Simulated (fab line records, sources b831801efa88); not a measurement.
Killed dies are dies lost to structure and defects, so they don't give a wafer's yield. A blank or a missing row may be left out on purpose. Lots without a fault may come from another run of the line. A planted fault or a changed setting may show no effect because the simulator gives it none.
Split-lot experiment | flow sfq_line | 5 lots, 23 wafers read, on a route of 325 steps

THE SPLIT
At SFQ_TRILAYER_M3_DEP_SPUTTER_073 (material Nb, target thk 200 nm, time 133.3 s), the setting power_w was moved away from the recipe's 2000 W on 9 of the 23 wafers read, by -4.2% to +11.7%. The other wafers ran this setting at the recipe's value.

FROM THE SPLIT TO THE READING: what the file shows between them, 2 steps
- SFQ_M3_RS_MEAS_919: measures by four-point-probe
- SFQ_TRILAYER_M3_BARC_OPEN_METAL_ETCH_100: etches BARC in O2, target depth 125 nm, time 41.7 s (also split here: time_s)

THE READING
oes_product_au, in a.u., at SFQ_TRILAYER_M3_ETCH_METAL_ETCH_078 (etches Nb in Cl2/Ar, stops on SiO2, target depth 240 nm, time 120 s). Fault-free wafers of this fab line usually give 0.891 a.u., standard deviation 0.0094 a.u..

wafer  | tool, chamber at the split | power_w as run, W | against the recipe | oes_product_au, a.u. | against lot-mates on the recipe
L074.2 | pvd_sputter-06, -          | 2233              | +11.7%             | 0.955                | +0.066
L074.3 | pvd_sputter-06, -          | 2000              | recipe             | 0.897                | -
L074.4 | pvd_sputter-06, -          | 2233              | +11.7%             | 0.948                | +0.059
L074.5 | pvd_sputter-06, -          | 2233              | +11.7%             | 0.945                | +0.056
L074.6 | pvd_sputter-06, -          | 2000              | recipe             | 0.881                | -
L078.1 | pvd_sputter-06, -          | 2000              | recipe             | 0.890                | -
L078.3 | pvd_sputter-06, -          | 2226              | +11.3%             | 0.951                | +0.070
L078.4 | pvd_sputter-06, -          | 2000              | recipe             | 0.873                | -
L078.5 | pvd_sputter-06, -          | 2226              | +11.3%             | 0.951                | +0.070
L078.6 | pvd_sputter-06, -          | 2226              | +11.3%             | 0.953                | +0.072
L079.1 | pvd_sputter-06, -          | 1916              | -4.2%              | 0.853                | -0.029
L079.2 | pvd_sputter-06, -          | 1916              | -4.2%              | 0.874                | -0.008
L079.3 | pvd_sputter-06, -          | 1916              | -4.2%              | 0.854                | -0.028
L079.5 | pvd_sputter-06, -          | 2000              | recipe             | 0.888                | -
L079.6 | pvd_sputter-06, -          | 2000              | recipe             | 0.876                | -
L081.2 | pvd_sputter-03, -          | 2000              | recipe             | 0.884                | -
L081.3 | pvd_sputter-03, -          | 2000              | recipe             | 0.881                | -
L081.6 | pvd_sputter-03, -          | 2000              | recipe             | 0.892                | -
L084.1 | pvd_sputter-06, -          | 2000              | recipe             | 0.886                | -
L084.2 | pvd_sputter-06, -          | 2000              | recipe             | 0.911                | -
L084.3 | pvd_sputter-06, -          | 2000              | recipe             | 0.902                | -
L084.4 | pvd_sputter-06, -          | 2000              | recipe             | 0.903                | -
L084.5 | pvd_sputter-06, -          | 2000              | recipe             | 0.919                | -

THE FIT
A straight line over all 23 wafers: oes_product_au changes by +0.0054 a.u. for each +1% of power_w; r = +0.94; the points scatter about the line by 0.012 a.u..
The same after taking each lot's own level away (the mean of its wafers on the recipe; 23 wafers): +0.00561 a.u. for each +1%; r = +0.97; scatter 0.0086 a.u..
On that fit, the largest move of power_w shifts the reading by 0.065 a.u..
The lots' own levels span 0.8815 to 0.9042 a.u., that is 2.4 times the standard deviation above.
So the lot-to-lot level changes the slope little: the two slopes agree.
Check: with one of the wafers moved furthest among these (+11.7%) left out of the fit, the line predicts +0.0659 a.u. for it against its lot-mates. It came out at +0.066 a.u. against them.

OTHER SPLITS ON THESE WAFERS
These wafers also went through other splits before the reading. Each is held against what the fit with the lots' levels taken away leaves over:
other split on the same wafers                  | wafers away from the commonest value | r with oes_product_au (lot level and that fit taken away)
SFQ_TRILAYER_M2_LITHO_COAT_062 resist_thk_nm    | 5                                    | +0.03
SFQ_TRILAYER_M3_BARC_OPEN_METAL_ETCH_100 time_s | 10                                   | +0.03

THE WHOLE CHAIN: every reading that the file lists as answering this split, in the file's order
step                                | what it does                                                        | reading                                                                                   | change (the file's fit)                   | r (the file's)
SFQ_TRILAYER_M3_DEP_SPUTTER_073     | material Nb, target thk 200 nm, time 133.3 s                        | Nb_of_TRILAYER_M3_DEP_SPUTTER_073.thk_nm (the simulator's own value, which no gauge read) | +2.08 nm for each +1% of the setting      | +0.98
SFQ_M3_RS_MEAS_919                  | measures by four-point-probe                                        | M3_NB_RS                                                                                  | -0.0087 for each +1% of the setting       | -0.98
SFQ_TRILAYER_M3_ETCH_METAL_ETCH_078 | etches Nb in Cl2/Ar, stops on SiO2, target depth 240 nm, time 120 s | oes_product_au                                                                            | +0.00566 a.u. for each +1% of the setting | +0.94

THE FILE'S OWN FIT
oes_product_au changes by +0.00566 a.u. for each +1% of power_w, r = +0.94.
